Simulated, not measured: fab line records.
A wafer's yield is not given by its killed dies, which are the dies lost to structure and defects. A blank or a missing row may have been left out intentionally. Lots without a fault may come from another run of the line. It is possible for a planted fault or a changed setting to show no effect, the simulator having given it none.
The tool behind it: which one? / flow gf180mcu / 13 lots with 39 wafers sampled at 5 steps, on a route of 602 steps

WHAT EACH GAUGE READ, for each wafer
GF_MIM_THK_MEAS_06. Usual: MIM_CVD_05_THK typically reads 42.1 nm, with standard deviation 0.55.
lot=L220; measured=day 24 19:17; on=film-metro-04; MIM_CVD_05_THK (nm)=41.5 41.4 42.5; flag=
lot=L222; measured=day 25 03:26; on=film-metro-03; MIM_CVD_05_THK (nm)=41.4 41.8 41.5; flag=
lot=L223; measured=day 25 18:35; on=film-metro-04; MIM_CVD_05_THK (nm)=41.7 42.2 43.3; flag=
lot=L224; measured=day 26 00:35; on=film-metro-03; MIM_CVD_05_THK (nm)=83.5 83.9 84.5; flag=OFF
lot=L226; measured=day 26 12:21; on=film-metro-03; MIM_CVD_05_THK (nm)=83.5 83.4 84.3; flag=OFF
lot=L236; measured=day 29 17:58; on=film-metro-04; MIM_CVD_05_THK (nm)=41.3 41.4 41.7; flag=
lot=L237; measured=day 29 19:53; on=film-metro-04; MIM_CVD_05_THK (nm)=41.3 41.8 42.4; flag=
lot=L238; measured=day 30 00:53; on=film-metro-03; MIM_CVD_05_THK (nm)=42.2 42.3 43.4; flag=
lot=L239; measured=day 30 13:32; on=film-metro-01; MIM_CVD_05_THK (nm)=42.8 42.4 42.7; flag=
lot=L240; measured=day 30 15:44; on=film-metro-03; MIM_CVD_05_THK (nm)=42.5 42.3 43.4; flag=
lot=L241; measured=day 30 19:56; on=film-metro-03; MIM_CVD_05_THK (nm)=42.1 41.7 42.7; flag=
lot=L242; measured=day 31 01:40; on=film-metro-03; MIM_CVD_05_THK (nm)=42.2 42.6 42.2; flag=
lot=L243; measured=day 31 11:59; on=film-metro-01; MIM_CVD_05_THK (nm)=42.9 42.9 42.8; flag=

TOOL THAT RAN EACH LOT (tool first, then ch and the chambers of the sampled wafers, then the start)
lot=L220; GF_M4_SPUTTER_04=pvd-sputter-01, day 22 19:31; GF_V4_STRIP_18=plasma-asher-04 ch 0, day 24 17:47; GF_MIM_SPUTTER_04=pvd-sputter-02, day 24 19:12; GF_MIM_CVD_05=pecvd-03 ch 0,1, day 24 19:14
lot=L222; GF_M4_SPUTTER_04=pvd-sputter-01, day 23 04:16; GF_V4_STRIP_18=plasma-asher-01 ch 0,1, day 25 01:57; GF_MIM_SPUTTER_04=pvd-sputter-02, day 25 03:22; GF_MIM_CVD_05=pecvd-04 ch 0,1,2, day 25 03:24
lot=L223; GF_M4_SPUTTER_04=pvd-sputter-01, day 23 19:25; GF_V4_STRIP_18=plasma-asher-04 ch 0,1, day 25 17:06; GF_MIM_SPUTTER_04=pvd-sputter-01, day 25 18:31; GF_MIM_CVD_05=pecvd-04 ch 0,2, day 25 18:34
lot=L224; GF_M4_SPUTTER_04=pvd-sputter-04, day 24 01:43; GF_V4_STRIP_18=plasma-asher-01 ch 0,1, day 25 22:54; GF_MIM_SPUTTER_04=pvd-sputter-02, day 26 00:19; GF_MIM_CVD_05=pecvd-03 ch 0,1, day 26 00:22
lot=L226; GF_M4_SPUTTER_04=pvd-sputter-02, day 24 14:22; GF_V4_STRIP_18=plasma-asher-01 ch 0,1, day 26 10:40; GF_MIM_SPUTTER_04=pvd-sputter-03, day 26 12:04; GF_MIM_CVD_05=pecvd-03 ch 0,2, day 26 12:06
lot=L236; GF_M4_SPUTTER_04=pvd-sputter-01, day 27 20:48; GF_V4_STRIP_18=plasma-asher-04 ch 0,1, day 29 16:27; GF_MIM_SPUTTER_04=pvd-sputter-02, day 29 17:53; GF_MIM_CVD_05=pecvd-04 ch 0,1,2, day 29 17:56
lot=L237; GF_M4_SPUTTER_04=pvd-sputter-02, day 27 23:08; GF_V4_STRIP_18=plasma-asher-01 ch 0,1, day 29 18:24; GF_MIM_SPUTTER_04=pvd-sputter-02, day 29 19:49; GF_MIM_CVD_05=pecvd-02 ch 1,2, day 29 19:51
lot=L238; GF_M4_SPUTTER_04=pvd-sputter-01, day 28 08:29; GF_V4_STRIP_18=plasma-asher-01 ch 0,1, day 29 23:08; GF_MIM_SPUTTER_04=pvd-sputter-02, day 30 00:49; GF_MIM_CVD_05=pecvd-02 ch 0,1, day 30 00:52
lot=L239; GF_M4_SPUTTER_04=pvd-sputter-02, day 28 23:16; GF_V4_STRIP_18=plasma-asher-01 ch 0,1, day 30 11:43; GF_MIM_SPUTTER_04=pvd-sputter-01, day 30 13:28; GF_MIM_CVD_05=pecvd-02 ch 0,1,2, day 30 13:31
lot=L240; GF_M4_SPUTTER_04=pvd-sputter-01, day 29 00:45; GF_V4_STRIP_18=plasma-asher-04 ch 0,1, day 30 14:15; GF_MIM_SPUTTER_04=pvd-sputter-02, day 30 15:40; GF_MIM_CVD_05=pecvd-02 ch 1,2, day 30 15:42
lot=L241; GF_M4_SPUTTER_04=pvd-sputter-02, day 29 04:22; GF_V4_STRIP_18=plasma-asher-01 ch 0,1, day 30 18:27; GF_MIM_SPUTTER_04=pvd-sputter-03, day 30 19:52; GF_MIM_CVD_05=pecvd-04 ch 1,2, day 30 19:54
lot=L242; GF_M4_SPUTTER_04=pvd-sputter-01, day 29 10:08; GF_V4_STRIP_18=plasma-asher-01 ch 0,1, day 31 00:12; GF_MIM_SPUTTER_04=pvd-sputter-02, day 31 01:35; GF_MIM_CVD_05=pecvd-02 ch 0,1,2, day 31 01:37
lot=L243; GF_M4_SPUTTER_04=pvd-sputter-02, day 29 20:55; GF_V4_STRIP_18=plasma-asher-01 ch 0,1, day 31 10:30; GF_MIM_SPUTTER_04=pvd-sputter-01, day 31 11:53; GF_MIM_CVD_05=pecvd-02 ch 0,1,2, day 31 11:56
- GF_M4_SPUTTER_04: material TiN, target thk 50 nm, time 41.7 s.
- GF_V4_STRIP_18: strips in O2/N2.
- GF_MIM_SPUTTER_04: material TiN, target thk 50 nm, time 41.7 s.
- GF_MIM_CVD_05: deposits Si3N4, target thk 42 nm, time 29.086 s.

WHAT THE TOOLS THEMSELVES READ (means of the sampled wafers that have a number; where no wafer has one, the mark that the record gives instead)
GF_M4_SPUTTER_04. Usual: throttle-valve-pct 29.9 %, standard deviation 0.63.
lot=L220; tool=pvd-sputter-01; throttle-valve-pct (%)=30.1; flag=
lot=L222; tool=pvd-sputter-01; throttle-valve-pct (%)=30.0; flag=
lot=L223; tool=pvd-sputter-01; throttle-valve-pct (%)=29.9; flag=
lot=L224; tool=pvd-sputter-04; throttle-valve-pct (%)=30.0; flag=
lot=L226; tool=pvd-sputter-02; throttle-valve-pct (%)=29.9; flag=
lot=L236; tool=pvd-sputter-01; throttle-valve-pct (%)=30.1; flag=
lot=L237; tool=pvd-sputter-02; throttle-valve-pct (%)=29.9; flag=
lot=L238; tool=pvd-sputter-01; throttle-valve-pct (%)=29.8; flag=
lot=L239; tool=pvd-sputter-02; throttle-valve-pct (%)=30.2; flag=
lot=L240; tool=pvd-sputter-01; throttle-valve-pct (%)=29.6; flag=
lot=L241; tool=pvd-sputter-02; throttle-valve-pct (%)=29.7; flag=
lot=L242; tool=pvd-sputter-01; throttle-valve-pct (%)=30.0; flag=
lot=L243; tool=pvd-sputter-02; throttle-valve-pct (%)=29.8; flag=

GF_V4_STRIP_18. Usual: drypump-motor-current-A 5.7 A, standard deviation 0.32; heater-power-w 338 W, standard deviation 24; n2-flow-sccm 300.0 sccm, standard deviation 0.93; oes-product-au 0.593 a.u., standard deviation 0.0047.
lot=L220; tool=plasma-asher-04; drypump-motor-current-A (A)=5.9; heater-power-w (W)=337; n2-flow-sccm (sccm)=301.2; oes-product-au (a.u.)=0.599; flag=
lot=L222; tool=plasma-asher-01; drypump-motor-current-A (A)=5.4; heater-power-w (W)=325; n2-flow-sccm (sccm)=301.3; oes-product-au (a.u.)=0.589; flag=
lot=L223; tool=plasma-asher-04; drypump-motor-current-A (A)=6.0; heater-power-w (W)=339; n2-flow-sccm (sccm)=300.1; oes-product-au (a.u.)=0.594; flag=
lot=L224; tool=plasma-asher-01; drypump-motor-current-A (A)=5.4; heater-power-w (W)=340; n2-flow-sccm (sccm)=300.7; oes-product-au (a.u.)=0.591; flag=
lot=L226; tool=plasma-asher-01; drypump-motor-current-A (A)=5.4; heater-power-w (W)=324; n2-flow-sccm (sccm)=300.2; oes-product-au (a.u.)=0.598; flag=
lot=L236; tool=plasma-asher-04; drypump-motor-current-A (A)=6.0; heater-power-w (W)=331; n2-flow-sccm (sccm)=299.8; oes-product-au (a.u.)=0.591; flag=
lot=L237; tool=plasma-asher-01; drypump-motor-current-A (A)=5.4; heater-power-w (W)=323; n2-flow-sccm (sccm)=300.2; oes-product-au (a.u.)=0.593; flag=
lot=L238; tool=plasma-asher-01; drypump-motor-current-A (A)=5.3; heater-power-w (W)=345; n2-flow-sccm (sccm)=300.0; oes-product-au (a.u.)=0.593; flag=
lot=L239; tool=plasma-asher-01; drypump-motor-current-A (A)=5.4; heater-power-w (W)=346; n2-flow-sccm (sccm)=299.2; oes-product-au (a.u.)=0.594; flag=
lot=L240; tool=plasma-asher-04; drypump-motor-current-A (A)=6.0; heater-power-w (W)=336; n2-flow-sccm (sccm)=299.3; oes-product-au (a.u.)=0.589; flag=
lot=L241; tool=plasma-asher-01; drypump-motor-current-A (A)=5.3; heater-power-w (W)=341; n2-flow-sccm (sccm)=300.1; oes-product-au (a.u.)=0.595; flag=
lot=L242; tool=plasma-asher-01; drypump-motor-current-A (A)=5.4; heater-power-w (W)=346; n2-flow-sccm (sccm)=300.8; oes-product-au (a.u.)=0.592; flag=
lot=L243; tool=plasma-asher-01; drypump-motor-current-A (A)=5.4; heater-power-w (W)=327; n2-flow-sccm (sccm)=299.5; oes-product-au (a.u.)=0.597; flag=

GF_MIM_SPUTTER_04. Usual: throttle-valve-pct 30.2 %, standard deviation 0.76.
lot=L220; tool=pvd-sputter-02; throttle-valve-pct (%)=30.4; flag=
lot=L222; tool=pvd-sputter-02; throttle-valve-pct (%)=29.9; flag=
lot=L223; tool=pvd-sputter-01; throttle-valve-pct (%)=30.1; flag=
lot=L224; tool=pvd-sputter-02; throttle-valve-pct (%)=30.0; flag=
lot=L226; tool=pvd-sputter-03; throttle-valve-pct (%)=30.9; flag=
lot=L236; tool=pvd-sputter-02; throttle-valve-pct (%)=30.1; flag=
lot=L237; tool=pvd-sputter-02; throttle-valve-pct (%)=30.3; flag=
lot=L238; tool=pvd-sputter-02; throttle-valve-pct (%)=30.0; flag=
lot=L239; tool=pvd-sputter-01; throttle-valve-pct (%)=30.0; flag=
lot=L240; tool=pvd-sputter-02; throttle-valve-pct (%)=29.8; flag=
lot=L241; tool=pvd-sputter-03; throttle-valve-pct (%)=30.8; flag=
lot=L242; tool=pvd-sputter-02; throttle-valve-pct (%)=29.8; flag=
lot=L243; tool=pvd-sputter-01; throttle-valve-pct (%)=29.6; flag=

GF_MIM_CVD_05. Usual: heater-power-w 612 W, standard deviation 74.
lot=L220; tool=pecvd-03; heater-power-w (W)=696; flag=
lot=L222; tool=pecvd-04; heater-power-w (W)=613; flag=
lot=L223; tool=pecvd-04; heater-power-w (W)=643; flag=
lot=L224; tool=pecvd-03; heater-power-w (W)=716; flag=
lot=L226; tool=pecvd-03; heater-power-w (W)=666; flag=
lot=L236; tool=pecvd-04; heater-power-w (W)=609; flag=
lot=L237; tool=pecvd-02; heater-power-w (W)=506; flag=
lot=L238; tool=pecvd-02; heater-power-w (W)=558; flag=
lot=L239; tool=pecvd-02; heater-power-w (W)=538; flag=
lot=L240; tool=pecvd-02; heater-power-w (W)=561; flag=
lot=L241; tool=pecvd-04; heater-power-w (W)=576; flag=
lot=L242; tool=pecvd-02; heater-power-w (W)=579; flag=
lot=L243; tool=pecvd-02; heater-power-w (W)=572; flag=

THE ANSWER, worked out from the rows above alone
Rule: lot off if the mean of its wafers having a number is beyond 3 standard deviations from the usual mean. Also off: a lot with no number at a reading for which 4 or more lots have one. Any other lot the step has rows for is counted as sound. The gauges are gone through in route order, then the tools' own readings, and for those a lot's mean is taken as printed above. At the first step where some lot is off, the reading lying furthest off is the one used; lots without a number count as furthest.
Off: L224, L226, at GF_MIM_THK_MEAS_06 (MIM_CVD_05_THK).
A tool fits if, at a process step before that reading, it ran every lot that is off, and no sound lot after the first of them. The gauges at GF_MIM_THK_MEAS_06 are tried like those tools. One fits: pecvd-03 at GF_MIM_CVD_05. Its last sound lot is L220 (day 24 19:14), its first lot that is off L224 (day 26 00:22): a fault that began between those two fits.

WHAT THE SIMULATOR HAD PUT IN
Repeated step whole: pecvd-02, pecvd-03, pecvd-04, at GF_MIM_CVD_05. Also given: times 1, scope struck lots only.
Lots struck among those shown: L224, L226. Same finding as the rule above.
